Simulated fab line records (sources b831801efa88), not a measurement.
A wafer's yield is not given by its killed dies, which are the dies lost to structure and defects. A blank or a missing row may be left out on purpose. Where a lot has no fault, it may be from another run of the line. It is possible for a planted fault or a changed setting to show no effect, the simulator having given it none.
fab line records	flow sfq-line
record lots=15	wafers=45	last-day=82
route steps=325 shown I5@228 C5@248
lots that met no fault: from a run of the same line without faults
start-h: the number of hours between the record's first day and the start of the first shown wafer of the lot	wait-h: hours from the lot's prior step to this one	" identical to the entry in the row above	L1.1+2: a single row standing in for several wafers	- no value, or no start was given	* or withheld: withheld	< > ~ a bound
route shown NAME@n: a module of which the file shows steps, and the number in the route of the first	usual: average and standard deviation across the fault-free wafers	same: alike in all rows	chamber/n: place in a boat	sites: the reading at each site	_std_site: their standard deviation	_edge_site: mean of outer sites minus mean of inner sites	radius-mm: for every site, how far away it sits from the centre of the wafer	mask NAME#n: copy n	behind: tool/chamber where the wafer was last shaped	hold: the reason the lot was held/the length of the hold in hours/how it ended	device: names the non-switching transistor (n, p or np)	end of line: the tests these same wafers got at the end of their route	where a step has no rows: the recipe by itself	killed: dies lost to structure and defects at the first sort, not the wafer's yield	map: per-die view of a wafer (x killed, . not killed, _ where there is no die)
set.NAME: the setting that was run; set.NAME@STEP: the one run at that earlier step	model.NAME: the simulator's own value behind a step, which no gauge read
route steps across a sampled set of lots; one table per step, one row per wafer
services: a tool's chamber out of use, with start hour (start-h, from the record's first day; less than 0 if before it), hours out, and reason
## steps
# step SFQ_TRILAYER_A5C_DEP_PECVD_142
# recipe material=SiO2	temp-c=150	time-s=15.556	pressure-torr=2.4	rf-w=183.3	precursor=SiH4/N2O	target-thk-nm=70
# usual heater-power-w=82/7.5	rf-fwd-power-W=180.1/0.89	throttle-valve-pct=25.1/0.78
lot.wafer	tool	chamber	start-h	wait-h	heater-power-w	rf-fwd-power-W	throttle-valve-pct
L145.2	pecvd-01	2	1235.73	0.0	72	180.1	25.1
L145.4	"	1	"	"	84	180.5	24.6
L145.5	"	2	"	"	75	180.1	24.8
L146.3	pecvd-03	2	1248.98	0.0	84	180.6	24.5
L146.4	"	2	"	"	85	181.4	24.3
L146.6	"	1	"	"	98	179.4	24.1
L148.1	pecvd-03	0	1252.02	0.0	78	180.9	24.3
L148.3	"	2	"	"	75	180.4	24.5
L148.4	"	1	"	"	104	180.0	23.8
L149.2	pecvd-01	2	1267.17	0.0	85	179.7	25.0
L149.5	"	1	"	"	87	180.9	24.6
L149.6	"	0	"	"	71	179.0	24.5
L150.1	pecvd-01	1	1273.16	0.0	82	180.5	24.8
L150.2	"	2	"	"	76	180.3	25.2
L150.5	"	1	"	"	83	181.3	24.7
L151.2	pecvd-01	0	1287.52	0.0	79	179.1	24.6
L151.3	"	1	"	"	89	181.3	24.9
L151.4	"	0	"	"	77	179.6	24.9
L152.4	pecvd-02	1	1422.44	0.0	74	181.6	24.0
L152.5	"	0	"	"	87	180.4	27.5
L152.6	"	2	"	"	80	179.8	25.2
L155.3	pecvd-01	2	1452.43	0.0	72	179.4	25.3
L155.4	"	0	"	"	84	180.3	24.9
L155.5	"	1	"	"	90	181.5	25.1
L156.2	pecvd-01	1	1466.83	0.0	79	181.2	25.1
L156.3	"	0	"	"	79	179.3	25.1
L156.5	"	0	"	"	79	178.2	25.0
L158.1	pecvd-01	0	1482.34	0.0	74	178.8	25.2
L158.3	"	1	"	"	81	181.0	25.1
L158.4	"	1	"	"	84	181.1	25.2
L159.1	pecvd-01	0	1488.34	0.0	75	178.5	25.1
L159.4	"	0	"	"	78	178.7	25.4
L159.6	"	2	"	"	83	180.3	25.4
L160.2	pecvd-01	0	1497.94	0.0	80	179.2	25.2
L160.4	"	1	"	"	93	181.8	25.6
L160.6	"	0	"	"	80	178.8	25.1
L162.3	pecvd-01	2	1505.21	0.0	75	180.7	25.3
L162.5	"	1	"	"	91	180.4	25.2
L162.6	"	0	"	"	85	179.2	25.4
L163.1	pecvd-02	1	1511.00	0.0	82	180.8	24.3
L163.3	"	0	"	"	89	179.7	27.3
L163.4	"	0	"	"	87	180.2	27.4
L164.2	pecvd-01	2	1521.93	0.0	85	180.3	25.6
L164.3	"	0	"	"	79	179.1	25.2
L164.4	"	0	"	"	80	179.0	25.4
# step SFQ_TRILAYER_C5_ETCH_VIA_ETCH_154
# recipe target=SiO2	mask-material=PR	chemistry=CHF3	target-depth-nm=84	source-w=500	bias-w=80	pressure-mtorr=30	time-s=withheld	stop-on=Nb
# usual drypump-motor-current-A=5.9/0.32	oes-product-au=0.893/0.008	rf-fwd-power-W=496.1/1.8
lot.wafer	tool	chamber	start-h	wait-h	drypump-motor-current-A	oes-product-au	rf-fwd-power-W
L145.2	rie-diel-03	1	1476.77	0.0	5.5	0.879	495.1
L145.4	"	3	"	"	6.1	0.888	494.1
L145.5	"	1	"	"	5.6	0.889	498.3
L146.3	rie-diel-03	0	1482.69	0.0	5.9	0.877	497.8
L146.4	"	1	"	"	5.6	0.892	495.5
L146.6	"	0	"	"	5.9	0.895	496.5
L148.1	rie-diel-02	3	1491.09	0.0	6.5	0.887	498.7
L148.3	"	0	"	"	5.6	0.875	495.2
L148.4	"	1	"	"	6.0	0.884	497.5
L149.2	rie-diel-03	2	1507.75	0.0	6.2	0.894	494.1
L149.5	"	1	"	"	5.6	0.887	494.9
L149.6	"	0	"	"	5.9	0.897	495.8
L150.1	rie-diel-02	0	1512.67	0.0	5.6	0.880	494.8
L150.2	"	1	"	"	5.9	0.892	495.0
L150.5	"	3	"	"	6.4	0.897	497.8
L151.2	rie-diel-03	1	1527.07	0.0	5.6	0.888	496.0
L151.3	"	3	"	"	6.1	0.904	492.3
L151.4	"	0	"	"	5.9	0.908	499.8
L152.4	rie-diel-02	0	1547.45	0.0	5.6	0.897	495.0
L152.5	"	1	"	"	5.9	0.902	497.6
L152.6	"	0	"	"	5.5	0.906	496.6
L155.3	rie-diel-04	3	1577.26	0.0	5.9	0.877	498.3
L155.4	"	0	"	"	5.5	0.890	498.3
L155.5	"	2	"	"	5.9	0.894	498.4
L156.2	rie-diel-02	0	1678.21	0.0	5.6	0.892	493.2
L156.3	"	1	"	"	5.9	0.889	495.9
L156.5	"	0	"	"	5.5	0.899	493.8
L158.1	rie-diel-04	1	1697.41	0.0	6.1	0.892	499.8
L158.3	"	2	"	"	5.9	0.895	497.8
L158.4	"	3	"	"	5.9	0.901	496.5
L159.1	rie-diel-02	3	1698.61	0.0	6.5	0.894	496.4
L159.4	"	0	"	"	5.6	0.897	496.2
L159.6	"	3	"	"	6.5	0.905	497.6
L160.2	rie-diel-03	3	1702.21	0.0	6.1	0.559	493.9
L160.4	"	0	"	"	6.0	0.554	495.8
L160.6	"	0	"	"	6.0	0.554	494.8
L162.3	rie-diel-02	2	1705.81	0.0	5.3	0.538	494.7
L162.5	"	0	"	"	5.5	0.554	493.7
L162.6	"	2	"	"	5.3	0.543	496.5
L163.1	rie-diel-03	1	1709.17	0.0	5.6	0.894	494.7
L163.3	"	0	"	"	6.0	0.899	496.3
L163.4	"	2	"	"	6.2	0.903	495.1
L164.2	rie-diel-02	2	1716.37	0.0	5.3	0.549	498.5
L164.3	"	0	"	"	5.6	0.549	496.3
L164.4	"	3	"	"	6.4	0.549	499.2
## services
tool	chamber	start-h	hours	kind
rie-diel-03	3	1229.05	4.3	repair
pecvd-01	0	1234.39	19.3	repair
rie-diel-02	1	1243.08	4.9	repair
rie-diel-02	1	1248.67	2.7	repair
rie-diel-03	2	1272.09	2.1	repair
rie-diel-03	-	1291.62	2.8	pm
rie-diel-03	3	1295.52	8.4	repair
rie-diel-03	2	1302.08	1.6	repair
rie-diel-02	0	1305.09	11.4	repair
rie-diel-03	1	1336.69	3.8	repair
rie-diel-03	3	1379.90	5.3	repair
rie-diel-02	-	1459.70	2.8	pm
rie-diel-03	1	1484.78	2.3	repair
rie-diel-02	3	1495.31	6.0	repair
rie-diel-03	-	1496.81	0.4	repair
rie-diel-02	2	1498.62	16.3	repair
pecvd-01	-	1554.56	1.0	repair
pecvd-01	-	1571.57	14.6	pm
rie-diel-02	2	1607.11	7.9	repair
pecvd-01	2	1616.84	8.5	repair
rie-diel-02	2	1637.03	6.7	repair
rie-diel-02	2	1667.53	18.4	repair
rie-diel-02	2	1689.73	1.6	repair
rie-diel-02	3	1700.31	5.9	repair
## key
first-sign step=SFQ_TRILAYER_C5_ETCH_VIA_ETCH_154	reading=oes-product-au	direction=down	sigmas=43	usual=0.893	struck=0.550
effect none on later readings
met-at SFQ_TRILAYER_A5C_DEP_PECVD_142
struck-lots L160,L162,L164
onset-between 1488.34 1497.94
fault kind=process-parameter-drift	tool=pecvd-01	chamber=-	onset-h=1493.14	steps=SFQ_TRILAYER_A5C_DEP_PECVD_142	channel=target-thk-nm	offset=-46.607	shape=step	end-h=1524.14	acts-in=these-recipes-only	stated=70
